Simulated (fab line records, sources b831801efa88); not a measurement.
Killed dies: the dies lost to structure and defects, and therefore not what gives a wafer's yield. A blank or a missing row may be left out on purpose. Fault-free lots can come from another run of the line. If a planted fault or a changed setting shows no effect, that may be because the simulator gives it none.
fab line records    flow sfq-line
record: lots: 14  wafers: 42  last-day: 78
route steps=325 shown I1@74 I2@116 M3@129
lots untouched by any fault: they come from a run of this same line in which no faults occurred
start-h: the number of hours between the record's first day and the start of the first shown wafer of the lot    wait-h: hours from the lot's prior step to this one    " same as the row above    L1.1+2: a single row standing in for several wafers    - value missing, or start not given    * or withheld: withheld    < > ~ a bound
route shown NAME@n: names a module that has steps shown in the file, with the first one's number in the route    usual: mean/standard deviation of fault-free wafers    same: alike in all rows    chamber/n: place in a boat    sites: readings site by site    _std_site: how widely they spread, as a standard deviation    _edge_site: mean of outer sites minus mean of inner sites    radius-mm: for every site, how far away it sits from the centre of the wafer    mask NAME#n: copy n    behind: tool/chamber where the wafer was last shaped    hold: the reason the lot was held/the length of the hold in hours/how it ended    device: the transistor (n, p or np) that didn't switch    end of line: at the end of the route, the tests of the same wafers    for a step that has no rows: nothing shown but its recipe    killed: the dies lost at the first sort to structure and to defects; this is not the yield of the wafer    map: shows each die of a wafer: x if killed, . if not, _ if none is there
set.NAME: the setting that was run; set.NAME@STEP: the one run at that earlier step    model.NAME: the simulator's own value behind a step, which no gauge read
route steps across a sampled set of lots; one table per step, one row per wafer
services: the hour from which a tool's chamber was out of use, counted from the record's first day as start-h (under 0 if before that day), plus the number of hours and why
== steps ==
step: SFQ_TRILAYER_I1_CMP_CMP_046
recipe: material: SiO2  down-force-psi: 3  platen-rpm: 60  pad-velocity-m-s: 0.94248
usual: motor-current-A: 10.5/1  time-to-endpoint-s: 212/9
lot.wafer  tool    chamber  start-h  wait-h  motor-current-A  time-to-endpoint-s
L700.2     cmp-02  1        289.97   2.3     9.7              216
L700.1     "       3        290.97   3.3     11.0             204
L700.6     "       2        292.47   4.7     9.5              222
L701.2     cmp-01  0        295.54   4.2     10.9             226
L701.3     "       1        "        "       12.4             220
L701.6     "       3        297.04   5.7     10.7             223
L702.3     cmp-02  0        307.97   3.5     9.9              207
L702.2     "       3        309.47   5.0     10.9             201
L702.6     "       0        "        "       10.2             212
L703.1     cmp-02  2        313.97   4.0     9.0              212
L703.2     "       0        314.97   5.0     9.4              208
L703.3     "       1        "        "       9.1              205
L704.3     cmp-02  2        337.50   2.7     9.3              216
L704.5     "       1        339.00   4.2     9.5              226
L704.6     "       2        "        "       9.4              226
L705.1     cmp-02  0        349.00   3.8     9.8              216
L705.3     "       2        350.00   4.8     9.2              220
L705.6     "       1        351.50   6.2     9.4              226
L707.3     cmp-02  1        361.50   5.5     9.2              197
L707.5     "       0        363.00   6.9     10.2             240
L707.6     "       1        "        "       10.0             212
L709.1     cmp-02  0        376.50   1.3     10.0             246
L709.2     "       2        377.50   2.3     9.8              214
L709.6     "       0        378.50   3.2     10.2             247
L711.3     cmp-01  1        389.10   2.3     12.8             216
L711.1     "       3        390.10   3.3     11.0             216
L711.5     "       0        "        "       11.0             225
L717.4     cmp-01  2        430.60   0.6     10.8             204
L717.3     "       3        "        "       11.1             209
L717.1     "       1        432.10   2.1     12.3             218
L719.2     cmp-02  2        449.20   1.2     9.9              221
L719.4     "       3        "        "       11.3             211
L719.6     "       2        451.20   3.2     9.9              227
L720.1     cmp-02  2        456.40   0.0     9.8              209
L720.3     "       3        "        "       11.0             194
L720.4     "       0        "        "       9.8              214
L721.1     cmp-02  2        460.50   0.5     9.2              204
L721.4     "       0        461.50   1.5     9.5              193
L721.5     "       1        "        "       8.8              202
L722.4     cmp-02  2        467.82   1.8     9.9              222
L722.3     "       3        "        "       10.7             203
L722.6     "       1        469.32   3.3     9.7              221
step: SFQ_I1_BOW_MEAS_912
recipe: mode: bow
usual: I1_BOW: 1/7.9
lot.wafer  tool           chamber  start-h  wait-h  I1_BOW[um]
L700.1     film-metro-02  -        292.97   1.5     12
L700.2     "              -        "        "       20
L700.6     "              -        "        "       6
L701.2     film-metro-04  -        297.56   1.5     15
L701.3     "              -        "        "       10
L701.6     "              -        "        "       0
L702.2     film-metro-01  -        310.99   1.0     -4
L702.3     "              -        "        "       -6
L702.6     "              -        "        "       2
L703.1     film-metro-04  -        316.97   2.5     3
L703.2     "              -        "        "       -5
L703.3     "              -        "        "       5
L704.3     film-metro-02  -        340.04   2.0     11
L704.5     "              -        "        "       3
L704.6     "              -        "        "       7
L705.1     film-metro-01  -        352.00   2.5     -6
L705.3     "              -        "        "       9
L705.6     "              -        "        "       -11
L707.3     film-metro-01  -        364.04   2.0     -5
L707.5     "              -        "        "       0
L707.6     "              -        "        "       -2
L707.3     film-metro-01  -        365.36   1.3     -
L707.5     "              -        "        "       -
L707.6     "              -        "        "       -
L709.1     film-metro-01  -        379.00   2.0     2
L709.2     "              -        "        "       1
L709.6     "              -        "        "       1
L709.1     film-metro-01  -        380.32   1.3     -
L709.2     "              -        "        "       -
L709.6     "              -        "        "       -
L711.1     film-metro-01  -        391.60   1.0     0
L711.3     "              -        "        "       1
L711.5     "              -        "        "       7
L717.1     film-metro-04  -        433.60   1.0     -9
L717.3     "              -        "        "       -8
L717.4     "              -        "        "       -18
L719.2     film-metro-02  -        452.22   2.5     -2
L719.4     "              -        "        "       9
L719.6     "              -        "        "       -3
L720.1     film-metro-04  -        459.40   2.5     -2
L720.3     "              -        "        "       14
L720.4     "              -        "        "       -4
L721.1     film-metro-04  -        463.00   2.0     0
L721.4     "              -        "        "       -7
L721.5     "              -        "        "       -2
L722.3     film-metro-04  -        470.36   1.5     1
L722.4     "              -        "        "       10
L722.6     "              -        "        "       -6
step: SFQ_TRILAYER_I1_METRO_MEASURE_047
usual: thk-nm: 199.7/1.3
lot.wafer  tool           chamber  start-h  wait-h  thk-nm
L700.1     film-metro-02  -        293.09   0.1     197.7
L700.2     "              -        "        "       199.5
L700.6     "              -        "        "       201.2
L701.2     film-metro-04  -        297.86   0.3     201.9
L701.3     "              -        "        "       199.9
L701.6     "              -        "        "       201.0
L702.2     film-metro-01  -        311.29   0.3     196.8
L702.3     "              -        "        "       199.8
L702.6     "              -        "        "       200.5
L703.1     film-metro-04  -        317.09   0.1     199.5
L703.2     "              -        "        "       198.9
L703.3     "              -        "        "       199.8
L704.3     film-metro-02  -        340.52   0.5     198.8
L704.5     "              -        "        "       198.2
L704.6     "              -        "        "       199.4
L705.1     film-metro-01  -        352.12   0.1     199.1
L705.3     "              -        "        "       199.6
L705.6     "              -        "        "       199.3
L707.3     film-metro-01  -        368.10   2.7     199.5
L707.5     "              -        "        "       149.0
L707.6     "              -        "        "       199.3
L707.3     film-metro-01  -        369.47   1.2     199.6
L707.5     "              -        "        "       149.0
L707.6     "              -        "        "       199.3
L709.1     film-metro-01  -        384.75   4.4     150.4
L709.2     "              -        "        "       202.0
L709.6     "              -        "        "       150.9
L709.1     film-metro-01  -        386.11   1.2     150.2
L709.2     "              -        "        "       202.3
L709.6     "              -        "        "       150.8
L711.1     film-metro-01  -        391.72   0.1     201.2
L711.3     "              -        "        "       200.9
L711.5     "              -        "        "       202.3
L717.1     film-metro-04  -        433.72   0.1     202.3
L717.3     "              -        "        "       200.5
L717.4     "              -        "        "       198.8
L719.2     film-metro-02  -        452.52   0.3     200.1
L719.4     "              -        "        "       197.5
L719.6     "              -        "        "       201.2
L720.1     film-metro-04  -        459.52   0.1     200.1
L720.3     "              -        "        "       197.2
L720.4     "              -        "        "       200.4
L721.1     film-metro-04  -        463.12   0.1     199.0
L721.4     "              -        "        "       198.9
L721.5     "              -        "        "       199.9
L722.3     film-metro-04  -        470.84   0.5     197.1
L722.4     "              -        "        "       199.6
L722.6     "              -        "        "       198.8
step: SFQ_TRILAYER_I1_VIA_ETCH_VIA_ETCH_052
recipe: target: SiO2  stop-on: Nb  mask-material: PR  taper-deg: 20  chemistry: CHF3  target-depth-nm: 260  source-w: 500  bias-w: 80  pressure-mtorr: 30  time-s: withheld
usual: drypump-motor-current-A: 6.0/0.52  oes-product-au: 0.854/0.0057
lot.wafer  tool         chamber  start-h  wait-h  drypump-motor-current-A  oes-product-au
L700.1     rie-diel-02  3        378.78   0.0     6.8                      0.849
L700.2     "            1        "        "       5.5                      0.852
L700.6     "            3        "        "       6.8                      0.853
L701.2     rie-diel-03  2        382.38   0.0     6.2                      0.856
L701.3     "            0        "        "       6.3                      0.853
L701.6     "            2        "        "       6.3                      0.859
L702.2     rie-diel-03  2        397.78   0.0     6.3                      0.841
L702.3     "            1        "        "       6.3                      0.860
L702.6     "            2        "        "       6.3                      0.851
L703.1     rie-diel-03  2        404.98   0.0     6.2                      0.850
L703.2     "            0        "        "       6.3                      0.846
L703.3     "            1        "        "       6.3                      0.862
L704.3     rie-diel-03  3        427.78   0.0     4.9                      0.848
L704.5     "            3        "        "       4.9                      0.846
L704.6     "            1        "        "       6.4                      0.861
L705.1     rie-diel-04  1        438.13   0.0     5.7                      0.848
L705.3     "            0        "        "       6.2                      0.861
L705.6     "            1        "        "       5.7                      0.853
L707.3     rie-diel-02  2        450.13   0.0     5.8                      0.844
L707.5     "            1        "        "       5.5                      0.734
L707.6     "            0        "        "       5.6                      0.853
L709.1     rie-diel-04  3        469.33   0.0     5.7                      0.731
L709.2     "            1        "        "       5.7                      0.861
L709.6     "            2        "        "       6.7                      0.733
L711.1     rie-diel-03  1        482.53   0.0     6.3                      0.862
L711.3     "            3        "        "       4.9                      0.863
L711.5     "            1        "        "       6.4                      0.852
L717.1     rie-diel-03  2        528.23   0.0     6.2                      0.855
L717.3     "            3        "        "       4.9                      0.847
L717.4     "            0        "        "       6.3                      0.847
L719.2     rie-diel-04  1        548.79   0.0     5.7                      0.847
L719.4     "            3        "        "       5.8                      0.855
L719.6     "            0        "        "       6.2                      0.848
L720.1     rie-diel-03  2        558.19   0.0     6.2                      0.856
L720.3     "            0        "        "       6.3                      0.849
L720.4     "            2        "        "       6.3                      0.857
L721.1     rie-diel-02  0        562.99   0.0     5.6                      0.843
L721.4     "            2        "        "       5.8                      0.870
L721.5     "            3        "        "       6.8                      0.857
L722.3     rie-diel-02  2        568.99   0.0     5.7                      0.852
L722.4     "            3        "        "       6.8                      0.855
L722.6     "            3        "        "       6.8                      0.855
step: SFQ_TRILAYER_I2_VIA_STRIP_STRIP_071
recipe: gas: O2  power-w: 200  platen-temp-c: 40  overash-fraction: 0.65  chemistry: O2  pressure-mtorr: 50
usual: drypump-motor-current-A: 6.02/0.29  oes-product-au: 0.994/0.011
lot.wafer  tool          chamber  start-h  wait-h  drypump-motor-current-A  oes-product-au  rf-hours-counter-h
L700.1     rie-metal-03  1        561.29   -       6.58                     0.990           47
L700.2     "             0        "        "       5.92                     1.001           89
L700.6     "             1        "        "       6.59                     0.991           -
L701.2     rie-metal-04  1        563.69   -       6.09                     0.998           119
L701.3     "             0        "        "       5.81                     0.979           -
L701.6     "             1        "        "       6.09                     0.990           -
L702.2     rie-metal-04  1        577.48   -       6.07                     1.007           121
L702.3     "             1        "        "       6.08                     0.996           -
L702.6     "             0        "        "       5.84                     0.985           -
L703.1     rie-metal-04  0        584.68   -       5.85                     0.983           88
L703.2     "             1        "        "       6.05                     1.005           122
L703.3     "             1        "        "       6.08                     1.006           -
L704.3     rie-metal-04  1        607.68   -       6.11                     0.988           -
L704.5     "             0        "        "       5.83                     0.983           -
L704.6     "             1        "        "       6.09                     0.998           -
L705.1     rie-metal-04  0        614.68   -       5.83                     0.962           93
L705.3     "             1        "        "       6.10                     0.993           -
L705.6     "             0        "        "       5.80                     0.976           -
L707.3     rie-metal-04  0        632.88   -       5.86                     0.969           -
L707.5     "             0        "        "       5.83                     0.971           -
L707.6     "             1        "        "       6.06                     0.992           -
L709.1     rie-metal-03  0        656.25   -       5.91                     0.988           106
L709.2     "             1        "        "       6.62                     0.992           64
L709.6     "             0        "        "       5.90                     0.991           -
L711.1     rie-metal-04  1        671.85   -       6.07                     0.994           138
L711.3     "             1        "        "       6.08                     0.995           -
L711.5     "             0        "        "       5.88                     0.977           -
L717.1     rie-metal-03  0        728.86   -       5.94                     0.996           118
L717.3     "             0        "        "       5.95                     0.986           -
L717.4     "             0        "        "       5.91                     0.990           -
L719.2     rie-metal-02  0        753.45   -       5.56                     1.006           38
L719.4     "             1        "        "       5.74                     0.995           -
L719.6     "             1        "        "       5.73                     1.004           -
L720.1     rie-metal-04  1        759.45   -       6.11                     0.994           153
L720.3     "             0        "        "       5.79                     0.993           -
L720.4     "             1        "        "       6.06                     0.995           -
L721.1     rie-metal-03  1        765.45   -       6.59                     0.990           81
L721.4     "             0        "        "       5.92                     0.979           -
L721.5     "             1        "        "       6.57                     0.999           -
L722.3     rie-metal-02  1        769.25   -       5.81                     1.006           -
L722.4     "             0        "        "       5.55                     0.987           -
L722.6     "             0        "        "       5.59                     0.998           -
step: SFQ_TRILAYER_M3_BARC_OPEN_METAL_ETCH_100
recipe: mask-material: PR  chemistry: O2  target-depth-nm: 125  target: BARC  icp-w: 600  bias-w: 80  pressure-mtorr: 10  time-s: 41.7
usual: drypump-motor-current-A: 6.12/0.27  oes-product-au: 0.685/0.0049
lot.wafer  tool          chamber  start-h  wait-h  drypump-motor-current-A  oes-product-au  rf-hours-counter-h
L700.1     rie-metal-04  1        636.13   0.0     6.08                     0.683           131
L700.2     "             0        "        "       5.84                     0.690           97
L700.6     "             0        "        "       5.84                     0.690           -
L701.2     rie-metal-03  1        639.73   0.0     6.59                     0.690           62
L701.3     "             0        "        "       5.93                     0.683           -
L701.6     "             0        "        "       5.93                     0.686           -
L702.2     rie-metal-01  0        652.50   0.0     6.23                     0.687           113
L702.3     "             1        "        "       6.31                     0.700           -
L702.6     "             1        "        "       6.34                     0.691           -
L703.1     rie-metal-01  1        659.70   0.0     6.27                     0.687           90
L703.2     "             0        "        "       6.23                     0.688           115
L703.3     "             1        "        "       6.32                     0.687           -
L704.3     rie-metal-04  1        681.12   0.0     6.08                     0.679           -
L704.5     "             1        "        "       6.08                     0.683           -
L704.6     "             0        "        "       5.84                     0.684           -
L705.1     rie-metal-04  1        687.20   0.0     6.09                     0.691           141
L705.3     "             1        "        "       6.07                     0.690           -
L705.6     "             1        "        "       6.07                     0.694           -
L707.3     rie-metal-03  0        705.22   0.0     5.88                     0.675           -
L707.5     "             0        "        "       5.88                     0.681           -
L707.6     "             1        "        "       6.59                     0.683           -
L709.1     rie-metal-03  0        731.11   0.0     5.92                     0.687           119
L709.2     "             0        "        "       5.90                     0.683           -
L709.6     "             0        "        "       5.92                     0.677           -
L711.1     rie-metal-04  0        746.09   0.0     5.88                     0.684           116
L711.3     "             0        "        "       5.87                     0.691           -
L711.5     "             1        "        "       6.10                     0.691           -
L717.1     rie-metal-04  0        800.09   0.0     5.80                     0.687           127
L717.3     "             0        "        "       5.84                     0.683           -
L717.4     "             1        "        "       6.08                     0.682           -
L719.2     rie-metal-03  0        822.89   0.0     5.92                     0.682           136
L719.4     "             0        "        "       5.93                     0.684           -
L719.6     "             0        "        "       5.92                     0.696           -
L720.1     rie-metal-01  1        833.69   0.0     6.37                     0.683           121
L720.3     "             1        "        "       6.31                     0.691           -
L720.4     "             0        "        "       6.19                     0.692           -
L721.1     rie-metal-04  0        837.29   0.0     5.84                     0.685           134
L721.4     "             0        "        "       5.84                     0.679           -
L721.5     "             0        "        "       5.82                     0.680           -
L722.3     rie-metal-03  1        840.91   0.0     6.57                     0.681           -
L722.4     "             0        "        "       5.91                     0.683           -
L722.6     "             0        "        "       5.90                     0.682           -
step: SFQ_TRILAYER_M3_STRIP_STRIP_079
recipe: gas: O2  power-w: 200  platen-temp-c: 40  overash-fraction: 0.65  chemistry: O2  pressure-mtorr: 50
usual: drypump-motor-current-A: 6.12/0.27  oes-product-au: 0.995/0.0083
lot.wafer  tool          chamber  start-h  wait-h  drypump-motor-current-A  oes-product-au  rf-hours-counter-h
L700.1     rie-metal-04  1        636.31   0.1     6.08                     1.000           132
L700.2     "             0        "        "       5.82                     0.977           97
L700.6     "             0        "        "       5.82                     0.981           -
L701.2     rie-metal-03  1        639.91   0.1     6.61                     0.990           62
L701.3     "             0        "        "       5.92                     0.990           -
L701.6     "             0        "        "       5.94                     0.994           -
L702.2     rie-metal-01  0        652.69   0.1     6.19                     0.992           114
L702.3     "             1        "        "       6.35                     0.997           -
L702.6     "             1        "        "       6.31                     0.991           -
L703.1     rie-metal-01  1        659.89   0.1     6.33                     0.990           90
L703.2     "             0        "        "       6.23                     1.007           115
L703.3     "             1        "        "       6.33                     0.999           -
L704.3     rie-metal-04  1        681.49   0.2     6.05                     1.002           -
L704.5     "             1        "        "       6.08                     0.998           -
L704.6     "             0        "        "       5.83                     0.994           -
L705.1     rie-metal-04  1        687.39   0.1     6.07                     0.996           141
L705.3     "             1        "        "       6.10                     1.006           -
L705.6     "             1        "        "       6.10                     1.007           -
L707.3     rie-metal-03  0        705.59   0.2     5.90                     0.986           -
L707.5     "             0        "        "       5.91                     0.998           -
L707.6     "             1        "        "       6.60                     1.003           -
L709.1     rie-metal-03  0        731.48   0.2     5.92                     1.010           119
L709.2     "             0        "        "       5.89                     0.993           -
L709.6     "             0        "        "       5.93                     0.992           -
L711.1     rie-metal-04  0        746.28   0.1     5.85                     0.998           117
L711.3     "             0        "        "       5.84                     0.998           -
L711.5     "             1        "        "       6.04                     1.009           -
L717.1     rie-metal-04  0        800.28   0.1     5.83                     0.996           127
L717.3     "             0        "        "       5.82                     0.996           -
L717.4     "             1        "        "       6.07                     1.007           -
L719.2     rie-metal-03  0        823.08   0.1     5.90                     0.990           136
L719.4     "             0        "        "       5.89                     0.982           -
L719.6     "             0        "        "       5.91                     0.978           -
L720.1     rie-metal-01  1        833.88   0.1     6.32                     1.007           121
L720.3     "             1        "        "       6.34                     0.999           -
L720.4     "             0        "        "       6.22                     0.994           -
L721.1     rie-metal-04  0        837.66   0.2     5.86                     0.991           134
L721.4     "             0        "        "       5.82                     0.981           -
L721.5     "             0        "        "       5.83                     0.986           -
L722.3     rie-metal-03  1        841.28   0.2     6.62                     0.992           -
L722.4     "             0        "        "       5.93                     0.991           -
L722.6     "             0        "        "       5.93                     0.987           -
== services ==
tool           chamber  start-h  hours  kind
cmp-02         -        271.35   6.6    pm
film-metro-01  -        277.86   0.5    pm
film-metro-01  -        297.29   1.2    pm
rie-metal-04   -        311.05   6.7    repair
rie-metal-03   -        355.80   14.6   pm
cmp-02         -        356.11   1.6    repair
film-metro-01  -        404.38   1.7    repair
cmp-02         -        407.80   4.0    pm
rie-diel-03    0        447.18   4.3    repair
rie-diel-03    1        451.00   3.9    repair
film-metro-01  -        456.04   1.3    pm
rie-diel-03    -        499.54   4.3    pm
cmp-02         -        507.59   0.9    repair
rie-diel-03    0        518.97   8.1    repair
film-metro-01  -        521.96   1.9    pm
film-metro-01  -        541.91   1.7    pm
cmp-02         -        582.04   3.1    repair
cmp-02         -        588.13   4.9    pm
cmp-02         -        591.46   2.0    repair
rie-metal-03   -        700.26   0.3    repair
rie-metal-03   1        724.10   8.6    repair
cmp-02         -        749.50   4.0    pm
rie-metal-04   1        782.74   5.4    repair
rie-metal-04   -        826.84   1.4    pm
== key ==
first-sign: step: SFQ_TRILAYER_I1_CMP_CMP_046  reading: time-to-endpoint-s  direction: up  sigmas: 3.6  usual: *  struck: *
effect: step: SFQ_I1_BOW_MEAS_912  reading: visit  direction: added
effect: step: SFQ_TRILAYER_I1_METRO_MEASURE_047  reading: visit  direction: added
effect: step: SFQ_TRILAYER_I1_METRO_MEASURE_047  reading: thk-nm  direction: down  sigmas: 39  usual: 199.7  struck: 150.1
effect: step: SFQ_TRILAYER_I1_VIA_ETCH_VIA_ETCH_052  reading: oes-product-au  direction: down  sigmas: 21  usual: 0.854  struck: 0.733
met-at SFQ_TRILAYER_I1_CMP_CMP_046
struck-lots L707,L709
struck-wafers L707.5,L709.1,L709.6
not-acting-at SFQ_TRILAYER_I2_VIA_STRIP_STRIP_071,SFQ_TRILAYER_M3_BARC_OPEN_METAL_ETCH_100,SFQ_TRILAYER_M3_STRIP_STRIP_079
onset-between 349.00 361.50
fault: kind: process-parameter-drift  tool: cmp-02  chamber: 0  onset-h: 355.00  steps: SFQ_TRILAYER_I1_CMP_CMP_046  channel: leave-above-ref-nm  offset: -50  shape: step  end-h: 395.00  acts-in: these-recipes-only  stated: 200
